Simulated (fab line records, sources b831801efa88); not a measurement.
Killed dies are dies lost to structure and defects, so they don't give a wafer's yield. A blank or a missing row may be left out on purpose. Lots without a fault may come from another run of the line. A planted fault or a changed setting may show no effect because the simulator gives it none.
Which tool did it? | flow gf180mcu | 6 lots, 18 wafers sampled, at 3 steps of a route of 602

WHAT THE GAUGES READ, wafer by wafer
GF_V3_RS_MEAS_24: measures by four-point-probe.
lot  | measured     | on            | V3_W_RS (ohm/sq)
L995 | day 23 07:34 | film_metro-01 | 0.328 0.311 0.324
L997 | day 24 06:50 | film_metro-02 | 0.318 0.316 0.332
L103 | day 26 04:34 | film_metro-01 | 0.332 0.330 0.332
L106 | day 27 06:26 | film_metro-01 | 0.337 0.330 0.334
L111 | day 29 02:37 | film_metro-02 | 0.450 0.458 0.330
L115 | day 29 20:24 | film_metro-03 | 0.319 0.322 0.319

WHICH TOOL RAN EACH LOT (tool, then ch and the chambers of the sampled wafers, then the start)
lot  | GF_M3_SPUTTER_03             | GF_V3_CVD_23
L995 | pvd_sputter-03, day 21 06:59 | cvd_w-01 ch 0,1, day 23 07:28
L997 | pvd_sputter-01, day 22 06:23 | cvd_w-01 ch 0,1, day 24 06:43
L103 | pvd_sputter-01, day 24 07:49 | cvd_w-02 ch 0,1, day 26 04:26
L106 | pvd_sputter-03, day 25 09:13 | cvd_w-02 ch 0,1, day 27 06:18
L111 | pvd_sputter-03, day 27 08:29 | cvd_w-02 ch 0,1, day 29 02:29
L115 | pvd_sputter-01, day 28 04:19 | cvd_w-01 ch 1, day 29 20:16
- GF_M3_SPUTTER_03: material Ti, target thk 10 nm, time 6.7 s.
- GF_V3_CVD_23: deposits W, target thk 350 nm, time 104.9 s.

THE ANSWER, worked out from the rows above alone
Rule: what is usual is taken from the lots themselves. Put in order of their means at a reading, lots are off if they are a third of the lots or fewer, leave a main group of 4 or more, and stand apart from it by a gap of 3 or more times the standard deviation of the main group's means; of several such gaps the widest counts. A main group whose means are all the same, to the digits that the tables above print for the reading, isn't used. A lot without any number at a reading at which 4 lots or more have one is off too. The other lots that the step has rows for count as sound.
Off: L111, at GF_V3_RS_MEAS_24 (V3_W_RS). The main group: mean 0.326 ohm/sq, standard deviation 0.0057.
A tool fits if, at a process step before that reading, it ran every lot that is off, and no sound lot after the first of them. The gauges at GF_V3_RS_MEAS_24 are tried like those tools. Can't be told from this: 3 tools fit, pvd_sputter-03 at GF_M3_SPUTTER_03, cvd_w-02 at GF_V3_CVD_23, film_metro-02 at GF_V3_RS_MEAS_24.

WHAT THE SIMULATOR HAD PUT IN
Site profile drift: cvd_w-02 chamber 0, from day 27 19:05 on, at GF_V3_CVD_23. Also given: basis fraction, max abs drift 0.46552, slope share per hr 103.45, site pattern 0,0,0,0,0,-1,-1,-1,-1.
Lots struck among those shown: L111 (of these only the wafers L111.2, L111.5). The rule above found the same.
